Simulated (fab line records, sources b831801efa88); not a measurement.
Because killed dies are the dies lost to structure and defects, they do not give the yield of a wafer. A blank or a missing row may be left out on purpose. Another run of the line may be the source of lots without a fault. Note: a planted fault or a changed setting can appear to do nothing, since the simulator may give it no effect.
fab line records    flow gf180mcu
[record] lots = 5  wafers = 15  last_day = 34
route steps=602 shown VT_IMPLANT@110
lots with no fault: from the same line, run without faults
start_h: hours from the record's first day to the start of the lot's first wafer shown    wait_h: hours since the lot's step before    " identical to the entry in the row above    L1.1+2: one row covering several wafers at once    - no value, or no start was given    * or withheld: withheld    < > ~ a bound
route shown NAME@n: a module of which the file shows steps, and the number in the route of the first    usual: average and standard deviation across the fault-free wafers    same: alike in all rows    chamber/n: place in a boat    sites: the reading at each site    _std_site: standard deviation of those values    _edge_site: the outer-site mean with the inner-site mean subtracted    radius_mm: for every site, how far away it sits from the centre of the wafer    mask NAME#n: copy n    behind: the most recent tool/chamber to have shaped the wafer    hold: reason for holding the lot/hours on hold/outcome of the hold    device: which transistor (n, p or np) failed to switch    end of line: tests of these same wafers at the route's end    for a step that has no rows: nothing shown but its recipe    killed: dies lost to structure and defects at the first sort, not the wafer's yield    map: a wafer's dies, x killed, . not, _ none there
set.NAME: the setting the step ran with; set.NAME@STEP: the setting that earlier step ran with    model.NAME: the simulator's own value behind a step, which no gauge read
lots at selected steps of the route; one table per step, one row per wafer
services: a tool's chamber out of use, with start hour (start_h, from the record's first day; less than 0 if before it), hours out, and reason
[[steps]]
[step GF_VT_IMPLANT_STRIP_20]
[recipe] chemistry = O2/N2  power_w = 1400  pressure_mtorr = 1500  platen_temp_c = 250  o2_flow_sccm = 3000  n2_flow_sccm = 300  overash_fraction = 0.5
[usual] drypump_motor_current_A = 5.3/0.51  heater_power_w = 348/39  oes_product_au = 0.716/0.0045  strip_time_to_endpoint_s = 12.64/0.036
lot.wafer  tool             chamber  start_h  wait_h  drypump_motor_current_A  heater_power_w  oes_product_au  rf_hours_counter_h  strip_time_to_endpoint_s
L077.1     plasma_asher-01  1        145.32   0.1     4.9                      339             0.712           48                  12.63
L077.3     "                1        "        "       4.9                      333             0.720           -                   12.61
L077.6     "                1        "        "       4.9                      338             0.708           -                   12.65
L086.1     plasma_asher-04  1        203.70   0.1     5.6                      424             0.725           59                  12.63
L086.2     "                0        "        "       4.6                      308             0.718           59                  12.65
L086.3     "                0        "        "       4.6                      315             0.720           -                   12.61
L088.1     plasma_asher-04  1        214.62   0.1     5.7                      415             0.710           61                  12.53
L088.2     "                0        "        "       4.6                      309             0.711           61                  12.63
L088.3     "                0        "        "       4.6                      314             0.717           -                   12.59
L090.4     plasma_asher-01  1        227.05   0.1     4.9                      341             0.712           -                   12.67
L090.5     "                0        "        "       6.0                      380             0.714           -                   12.72
L090.6     "                1        "        "       4.9                      336             0.710           -                   12.73
L096.1     plasma_asher-01  1        266.80   0.1     4.9                      351             0.715           60                  12.67
L096.4     "                1        "        "       4.9                      344             0.718           -                   12.67
L096.6     "                1        "        "       4.9                      340             0.719           -                   12.67
[step GF_VT_IMPLANT_TW_MEAS_21]
[usual] VT_IMPLANT_2_TW = 1214/7.5
lot.wafer  tool           chamber  start_h  wait_h  VT_IMPLANT_2_TW
L077.1     film_metro-04  -        145.42   0.1     1215
L077.3     "              -        "        "       1211
L077.6     "              -        "        "       1214
L086.1     film_metro-03  -        203.80   0.1     1209
L086.2     "              -        "        "       1223
L086.3     "              -        "        "       1212
L088.1     film_metro-01  -        214.72   0.1     1223
L088.2     "              -        "        "       1220
L088.3     "              -        "        "       1213
L090.4     film_metro-03  -        227.15   0.1     1228
L090.5     "              -        "        "       1225
L090.6     "              -        "        "       1226
L096.1     film_metro-04  -        266.90   0.1     1211
L096.4     "              -        "        "       1214
L096.6     "              -        "        "       1215
[step GF_VT_IMPLANT_DEHYDRATE_22]
[recipe] temp_c = 200  time_s = 60
lot.wafer   tool            chamber  start_h  wait_h
L077.1+3+6  litho_track-02  0        152.23   6.8
L086.1+2+3  litho_track-04  0        211.69   7.9
L088.1+2+3  litho_track-02  0        223.63   8.9
L090.4+5+6  litho_track-02  0        235.81   8.6
L096.1+4+6  litho_track-01  0        275.66   8.8
[step GF_VT_IMPLANT_HMDS_23]
[recipe] prime_time_s = 60  prime_temp_c = 120
lot.wafer   tool            chamber  start_h  wait_h
L077.1+3+6  litho_track-02  0        152.38   0.1
L086.1+2+3  litho_track-04  0        211.84   0.1
L088.1+2+3  litho_track-02  0        223.78   0.1
L090.4+5+6  litho_track-02  0        235.96   0.1
L096.1+4+6  litho_track-01  0        275.81   0.1
[step GF_VT_IMPLANT_COAT_24]
[recipe] resist = NOVOLAK  spin_rpm = 3000  resist_thk_nm = 1000
lot.wafer   tool            chamber  start_h  wait_h
L077.1+3+6  litho_track-02  0        152.53   0.1
L086.1+2+3  litho_track-04  0        211.99   0.1
L088.1+2+3  litho_track-02  0        223.93   0.1
L090.4+5+6  litho_track-02  0        236.11   0.1
L096.1+4+6  litho_track-01  0        275.96   0.1
[step GF_VT_IMPLANT_SOFTBAKE_25]
[recipe] temp_c = 89.09  time_s = 60  resist = NOVOLAK
lot.wafer   tool            chamber  start_h  wait_h
L077.1+3+6  litho_track-02  0        152.68   0.1
L086.1+2+3  litho_track-04  0        212.14   0.1
L088.1+2+3  litho_track-02  0        224.08   0.1
L090.4+5+6  litho_track-02  0        236.26   0.1
L096.1+4+6  litho_track-01  0        276.11   0.1
[step GF_VT_IMPLANT_EXPOSE_26]
[recipe] mask_id = LVPWELL_HV_AREA  target_cd_nm = 860  na = 0.6  source_shape = conventional  sigma_outer = 0.6  dose_mj = 140
lot.wafer   tool              chamber  start_h  wait_h  mask
L077.1+3+6  iline_stepper-01  0        -        -       LVPWELL_HV_AREA#0
L086.1+2+3  iline_stepper-01  0        -        -       LVPWELL_HV_AREA#0
L088.1+2+3  iline_stepper-02  0        -        -       LVPWELL_HV_AREA#0
L090.4+5+6  iline_stepper-01  0        -        -       LVPWELL_HV_AREA#0
L096.1+4+6  iline_stepper-01  0        -        -       LVPWELL_HV_AREA#0
[step GF_VT_IMPLANT_PEB_27]
[recipe] temp_c = withheld  time_s = *  resist = NOVOLAK
lot.wafer   tool            chamber  start_h  wait_h
L077.1+3+6  litho_track-02  0        -        -
L086.1+2+3  litho_track-02  0        -        -
L088.1+2+3  litho_track-02  0        -        -
L090.4+5+6  litho_track-01  0        -        -
L096.1+4+6  litho_track-02  0        -        -
[step GF_VT_IMPLANT_DEVELOP_28]
[recipe] develop_time_s = 60  dev_temp_c = 23
lot.wafer   tool            chamber  start_h  wait_h
L077.1+3+6  litho_track-02  0        160.18   0.1
L086.1+2+3  litho_track-02  0        220.98   0.1
L088.1+2+3  litho_track-02  0        232.28   0.1
L090.4+5+6  litho_track-01  0        245.54   0.1
L096.1+4+6  litho_track-02  0        286.13   0.1
[step GF_VT_IMPLANT_OVL_MEAS_29]
[usual] VT_IMPLANT_02_OVL = 0.4/1.4
lot.wafer  tool        chamber  start_h  wait_h  VT_IMPLANT_02_OVL[nm]
L077.1     overlay-01  -        160.33   0.1     1.5
L077.3     "           -        "        "       -0.4
L077.6     "           -        "        "       -0.1
L086.1     overlay-02  -        221.13   0.1     -0.3
L086.2     "           -        "        "       -2.6
L086.3     "           -        "        "       -1.8
L088.1     overlay-02  -        232.43   0.1     1.5
L088.2     "           -        "        "       1.6
L088.3     "           -        "        "       1.5
L090.4     overlay-01  -        245.63   0.1     0.7
L090.5     "           -        "        "       0.7
L090.6     "           -        "        "       -0.1
L096.1     overlay-02  -        286.28   0.1     0.0
L096.4     "           -        "        "       0.3
L096.6     "           -        "        "       -0.8
[step GF_VT_IMPLANT_IMPLANT_30]
[recipe] species = B  energy_kev = 25  dose_cm2 = 2.534e+12  tilt_deg = 7
[usual] dose_ions_cm2 = 2.534e+12/2.5e+09
[same] implant_ion_amu = 11
lot.wafer  tool          chamber  start_h  wait_h  dose_ions_cm2
L077.1     implanter-04  0        160.37   0.0     2.5305e+12
L077.3     "             0        "        "       2.5326e+12
L077.6     "             0        "        "       2.5331e+12
L086.1     implanter-03  0        221.17   0.0     2.5352e+12
L086.2     "             0        "        "       2.5352e+12
L086.3     "             0        "        "       2.5326e+12
L088.1     implanter-04  0        232.47   0.0     2.531e+12
L088.2     "             0        "        "       2.5311e+12
L088.3     "             0        "        "       2.534e+12
L090.4     implanter-03  0        245.73   0.1     2.5352e+12
L090.5     "             0        "        "       2.533e+12
L090.6     "             0        "        "       2.5299e+12
L096.1     implanter-04  0        286.32   0.0     2.5323e+12
L096.4     "             0        "        "       2.5372e+12
L096.6     "             0        "        "       2.5348e+12
[step GF_VT_IMPLANT_STRIP_31]
[recipe] chemistry = O2/N2  power_w = 1400  pressure_mtorr = 1500  platen_temp_c = 250  o2_flow_sccm = 3000  n2_flow_sccm = 300  overash_fraction = 0.5
[usual] drypump_motor_current_A = 5.3/0.53  heater_power_w = 352/45  oes_product_au = 0.715/0.0047  strip_time_to_endpoint_s = 12.66/0.031
lot.wafer  tool             chamber  start_h  wait_h  drypump_motor_current_A  heater_power_w  oes_product_au  rf_hours_counter_h  strip_time_to_endpoint_s
L077.1     plasma_asher-04  1        160.52   0.1     5.7                      410             0.723           55                  12.71
L077.3     "                0        "        "       4.6                      315             0.716           -                   12.67
L077.6     "                1        "        "       5.7                      410             0.715           -                   12.70
L086.1     plasma_asher-01  0        221.32   0.1     5.9                      369             0.717           55                  12.60
L086.2     "                1        "        "       4.9                      346             0.717           55                  12.63
L086.3     "                0        "        "       5.9                      374             0.711           -                   12.64
L088.1     plasma_asher-01  1        232.62   0.1     4.9                      352             0.711           56                  12.71
L088.2     "                0        "        "       5.9                      365             0.718           56                  12.66
L088.3     "                0        "        "       5.9                      382             0.720           -                   12.69
L090.4     plasma_asher-03  0        245.83   0.1     5.0                      344             0.709           -                   12.64
L090.5     "                0        "        "       4.9                      350             0.713           -                   12.69
L090.6     "                1        "        "       5.8                      294             0.723           -                   12.67
L096.1     plasma_asher-01  1        286.47   0.1     4.9                      338             0.709           62                  12.68
L096.4     "                0        "        "       5.9                      372             0.706           -                   12.68
L096.6     "                1        "        "       4.9                      345             0.716           -                   12.71
[step GF_VT_IMPLANT_TW_MEAS_32]
[usual] VT_IMPLANT_3_TW = 269.1/2
lot.wafer  tool           chamber  start_h  wait_h  VT_IMPLANT_3_TW
L077.1     film_metro-03  -        160.62   0.1     270.9
L077.3     "              -        "        "       270.1
L077.6     "              -        "        "       270.6
L086.1     film_metro-03  -        221.42   0.1     273.9
L086.2     "              -        "        "       272.7
L086.3     "              -        "        "       271.6
L088.1     film_metro-03  -        232.72   0.1     271.9
L088.2     "              -        "        "       272.4
L088.3     "              -        "        "       271.6
L090.4     film_metro-01  -        245.93   0.1     269.1
L090.5     "              -        "        "       268.4
L090.6     "              -        "        "       268.6
L096.1     film_metro-01  -        286.57   0.1     271.6
L096.4     "              -        "        "       272.0
L096.6     "              -        "        "       270.8
[[services]]
tool              chamber  start_h  hours  kind
litho_track-04    -        136.40   -      consumable_replace:filter
implanter-03      -        145.55   3.7    pm
plasma_asher-03   -        145.94   1.1    repair
implanter-04      -        176.52   9.5    pm
iline_stepper-01  -        178.86   1.1    repair
implanter-04      -        194.07   2.7    repair
iline_stepper-02  -        196.87   2.7    repair
plasma_asher-01   -        198.46   15.6   pm
iline_stepper-02  0        200.33   -      calibration
plasma_asher-01   -        218.69   1.0    repair
litho_track-01    -        219.77   -      consumable_replace:filter
iline_stepper-02  -        240.30   1.7    pm
[[key]]
fault none
